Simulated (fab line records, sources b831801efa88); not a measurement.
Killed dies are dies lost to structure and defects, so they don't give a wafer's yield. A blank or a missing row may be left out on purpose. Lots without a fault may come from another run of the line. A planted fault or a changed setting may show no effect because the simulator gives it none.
A struck lot beside a sound one | flow gf180mcu | 22 steps out of a route of 602
Sound: wafers L101.2, L101.4, L101.6. Struck: wafers L992.1, L992.2, L992.6. The cause comes at the end.
At each step with rows: each side's tool, then ch and its chambers, then its first start. Under that, the readings that differ: sound wafers | struck wafers | difference of the means | sigmas: that difference in standard deviations of wafers without a fault.
alike: readings whose means differ by less than 2 such deviations, and words and numbers that are the same on both sides. not compared: withheld readings, readings that some wafer has no value for, bounds like >300 that may hide the same value, and numbers for which the record gives no deviation and whose values overlap.
The two part at a step that has a row with sigmas, a row that says differs or no value, or rows on one side only. Numbers that don't overlap but have no deviation are shown without sigmas and don't part them. A reading that every wafer of one side lacks parts them only if that side has two wafers or more.

first, 6 steps without rows for these wafers: GF_VT_IMPLANT_HMDS_23 (prime time 60 s); GF_VT_IMPLANT_COAT_24 (resist thk 1000 nm); GF_VT_IMPLANT_SOFTBAKE_25 (time 60 s); GF_VT_IMPLANT_EXPOSE_26 (exposes mask LVPWELL HV AREA, target cd 860 nm); GF_VT_IMPLANT_PEB_27; GF_VT_IMPLANT_DEVELOP_28 (develop time 60 s).
GF_VT_IMPLANT_OVL_MEAS_29:
  sound on overlay-01, day 12 15:38; struck on overlay-01, day 10 04:49
  alike: VT_IMPLANT_02_OVL
then, 1 step without rows for these wafers: GF_VT_IMPLANT_IMPLANT_30.
GF_VT_IMPLANT_STRIP_31: strips in O2/N2.
  sound on plasma_asher-01 ch 0, day 12 15:49; struck on plasma_asher-01 ch 0,1, day 10 05:01
  reading               | sound             | struck            | difference | sigmas
  oes_product_au (a.u.) | 0.719 0.724 0.721 | 0.706 0.718 0.714 | -0.009     | -2
  alike: drypump_motor_current_A, heater_power_w, strip_time_to_endpoint_s
  not compared: rf_hours_counter_h
GF_VT_IMPLANT_TW_MEAS_32:
  sound on film_metro-03, day 12 15:55; struck on film_metro-04, day 10 05:07
  alike: VT_IMPLANT_3_TW
then, 2 steps without rows for these wafers: GF_VT_IMPLANT_DEHYDRATE_33 (time 60 s); GF_VT_IMPLANT_HMDS_34 (prime time 60 s).
GF_VT_IMPLANT_COAT_35: resist thk 1000 nm.
  sound on litho_track-04 ch 0, day 13 02:00; struck on litho_track-01 ch 0, day 10 14:10
  reading                                         | sound          | struck         | difference | sigmas
  model.NOVOLAK_of_VT_IMPLANT_COAT_35.thk_nm (nm) | 1003 1004 1003 | 1084 1081 1079 | +78        |
  alike: spin_speed_rpm
then, 3 steps without rows for these wafers: GF_VT_IMPLANT_SOFTBAKE_36 (time 60 s); GF_VT_IMPLANT_EXPOSE_37 (exposes mask Nwell HV AREA, target cd 860 nm); GF_VT_IMPLANT_PEB_38.
GF_VT_IMPLANT_DEVELOP_39: develop time 60 s.
  sound on litho_track-04 ch 0, day 13 11:27; struck on litho_track-01 ch 0, day 10 22:52
  reading                                         | sound          | struck         | difference | sigmas
  model.NOVOLAK_of_VT_IMPLANT_COAT_35.thk_nm (nm) | 1002 1003 1003 | 1083 1081 1078 | +78        |
GF_VT_IMPLANT_OVL_MEAS_40:
  sound on overlay-01, day 13 11:35; struck on overlay-02, day 10 23:01
  alike: VT_IMPLANT_03_OVL
then, 1 step without rows for these wafers: GF_VT_IMPLANT_IMPLANT_41.
GF_VT_IMPLANT_STRIP_42: strips in O2/N2.
  sound on plasma_asher-04 ch 0,1, day 13 11:46; struck on plasma_asher-01 ch 0,1, day 10 23:13
  reading                      | sound             | struck            | difference | sigmas
  drypump_motor_current_A (A)  | 4.9 5.7 4.9       | 6.2 6.1 6.2       | +1.0       | +3
  strip_time_to_endpoint_s (s) | 12.66 12.67 12.66 | 13.51 13.48 13.45 | +0.82      | +26
  alike: heater_power_w, oes_product_au
  not compared: rf_hours_counter_h
GF_VT_IMPLANT_TW_MEAS_43:
  sound on film_metro-03, day 13 11:52; struck on film_metro-03, day 10 23:19
  alike: VT_IMPLANT_4_TW
then, 1 step without rows for these wafers: GF_PASSIVATION_PROBE_99.

WHERE THEY PART
First at GF_VT_IMPLANT_STRIP_31; last, within this record, at GF_VT_IMPLANT_STRIP_42. Later steps at which nothing parts them and some readings are alike: GF_VT_IMPLANT_TW_MEAS_43.

WHY: what the simulator had put in
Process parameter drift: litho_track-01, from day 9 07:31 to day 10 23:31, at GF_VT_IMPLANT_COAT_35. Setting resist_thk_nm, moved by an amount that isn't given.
